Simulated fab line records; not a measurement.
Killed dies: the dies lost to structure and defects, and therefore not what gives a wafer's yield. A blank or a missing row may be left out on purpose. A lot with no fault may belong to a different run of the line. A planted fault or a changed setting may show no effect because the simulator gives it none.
A lot that was struck, set against a sound lot ; flow sfq line ; 21 steps out of a route of 325
Sound: the wafers L330.2, L330.3, L330.6. Struck: wafers L341.1, L341.4, L341.6. Last of all comes the cause.
At each step with rows: each side's tool, then ch and its chambers, then its first start. Under that, the readings that differ: sound wafers ; struck wafers ; difference of the means ; sigmas: that difference in standard deviations of wafers without a fault.
alike: words and numbers the same on both sides, and readings whose means are apart by under 2 such deviations; not compared: readings that were withheld, readings missing a value for some wafer, numbers with overlapping values and no deviation given by the record, and bounds like >300 which may hide the same value.
A row with sigmas, a row that says differs or no value, or rows on one side alone: a step with any of these is where the two part. Numbers that have no deviation but don't overlap get no sigmas and don't part them. Lack of a reading on every wafer of one side parts them only where that side has two or more wafers.

first, 2 steps without rows for these wafers: SFQ_TRILAYER_M0_LITHO_PEB_024 (peb time 62.16 s); SFQ_TRILAYER_M0_LITHO_DEVELOP_023 (time 60 s).
SFQ_M0_OVL_MEAS_906:
  sound on overlay-01 at day 8 10:50; struck on overlay-02 at day 12 10:47
  alike: M0_OVL
then, 1 step without rows for these wafers: SFQ_TRILAYER_M0_BARC_OPEN_METAL_ETCH_031 (etches BARC in O2, target depth 125 nm, time 41.7 s).
SFQ_TRILAYER_M0_ETCH_METAL_ETCH_024: etches Nb in Cl2/Ar, stops on SiO2, target depth 240 nm, time 120 s.
  sound on rie metal-02 ch 0,1, day 8 10:56; struck on rie metal-04 ch 0,1, day 12 10:54
  alike: drypump motor current A, oes product au
  not compared: rf hours counter h
then, 2 steps without rows for these wafers: SFQ_TRILAYER_M0_STRIP_STRIP_025 (strips in O2); SFQ_TRILAYER_M0_STRIP_SOLV_CLEAN_026 (cleans in NMP, time 600 s).
SFQ_TRILAYER_I0_DEP_PECVD_027: deposits SiO2 from SiH4/N2O, time 111.11 s, target thk 500 nm.
  sound on pecvd-02 ch 0,1,2, day 8 11:50; struck on pecvd-01 ch 0,1, day 12 12:13
reading;sound;struck;difference;sigmas
susceptor temp C (C);149.86 149.86 149.66;150.25 150.00 150.07;+0.31;+2
  alike: heater power w, throttle valve pct
SFQ_TRILAYER_I0_CMP_CMP_028: polishes SiO2.
  sound on cmp-01 ch 0,1,3, day 8 13:23; struck on cmp-02 ch 1,2, day 12 12:17
  alike: motor current A, slurry flow ml min, time to endpoint s
SFQ_I0_BOW_MEAS_907:
  sound on film metro-04 at day 8 15:25; struck on film metro-04 at day 12 15:17
  alike: I0_BOW
SFQ_TRILAYER_I0_METRO_MEASURE_029:
  sound on film metro-04 at day 8 15:43; struck on film metro-04 at day 12 15:25
  alike: thk nm
then, 1 step without rows for these wafers: SFQ_TRILAYER_I0_VIA_LITHO_COAT_036 (resist thk 62 nm).
SFQ_TRILAYER_I0_VIA_LITHO_COAT_031: resist thk 650 nm.
  sound on litho track-01 ch 0, day 8 17:04; struck on litho track-04 ch 0, day 12 16:55
reading;sound;struck;difference;sigmas
model.KrF_of_TRILAYER_I0_VIA_LITHO_COAT_031.thk nm (nm);649.5 648.3 650.1;669 668 668;+19;
then, 4 steps without rows for these wafers: SFQ_TRILAYER_I0_VIA_LITHO_SOFTBAKE_035; SFQ_TRILAYER_I0_VIA_LITHO_EXPOSE_032 (exposes mask I0, target cd 500 nm); SFQ_TRILAYER_I0_VIA_LITHO_PEB_034 (peb time 60 s); SFQ_TRILAYER_I0_VIA_LITHO_DEVELOP_033 (time 60 s).
-- the record jumps here: 5 days lie between the struck wafers' starts before and after --
SFQ_I0_OVL_MEAS_908:
  sound on overlay-01 at day 13 02:23; struck on overlay-02 at day 17 09:52
reading;sound;struck;difference;sigmas
I0_OVL (nm);-8 -4 -12;1 -2 7;+10;+2
SFQ_TRILAYER_I0_VIA_BARC_OPEN_VIA_ETCH_046: etches BARC in O2, target depth 125 nm, time 41.7 s.
  sound on rie diel-03 ch 1,2, day 13 02:25; struck on rie diel-03 ch 0,1,2, day 17 09:55
  alike: drypump motor current A, oes product au
  not compared: rf hours counter h
SFQ_TRILAYER_I0_VIA_ETCH_VIA_ETCH_034: etches SiO2 in CHF3, stops on Nb, target depth 260 nm.
  sound on rie diel-03 ch 1,2, day 13 02:28; struck on rie diel-03 ch 0,1,2, day 17 09:57
reading;sound;struck;difference;sigmas
model.KrF_of_TRILAYER_I0_VIA_LITHO_COAT_031.thk nm (nm);526.3 529.8 526.6;546 548.4 545.1;+19;
  alike: drypump motor current A, oes product au
then, 1 step without rows for these wafers: SFQ_TRILAYER_I0_VIA_STRIP_STRIP_035 (strips in O2).

WHERE THEY PART
At SFQ_TRILAYER_I0_DEP_PECVD_027 first; at SFQ_I0_OVL_MEAS_908 last (within this record only). Later steps at which nothing parts them and some readings are alike: SFQ_TRILAYER_I0_VIA_BARC_OPEN_VIA_ETCH_046, SFQ_TRILAYER_I0_VIA_ETCH_VIA_ETCH_034.

WHY: what had been put in by the simulator
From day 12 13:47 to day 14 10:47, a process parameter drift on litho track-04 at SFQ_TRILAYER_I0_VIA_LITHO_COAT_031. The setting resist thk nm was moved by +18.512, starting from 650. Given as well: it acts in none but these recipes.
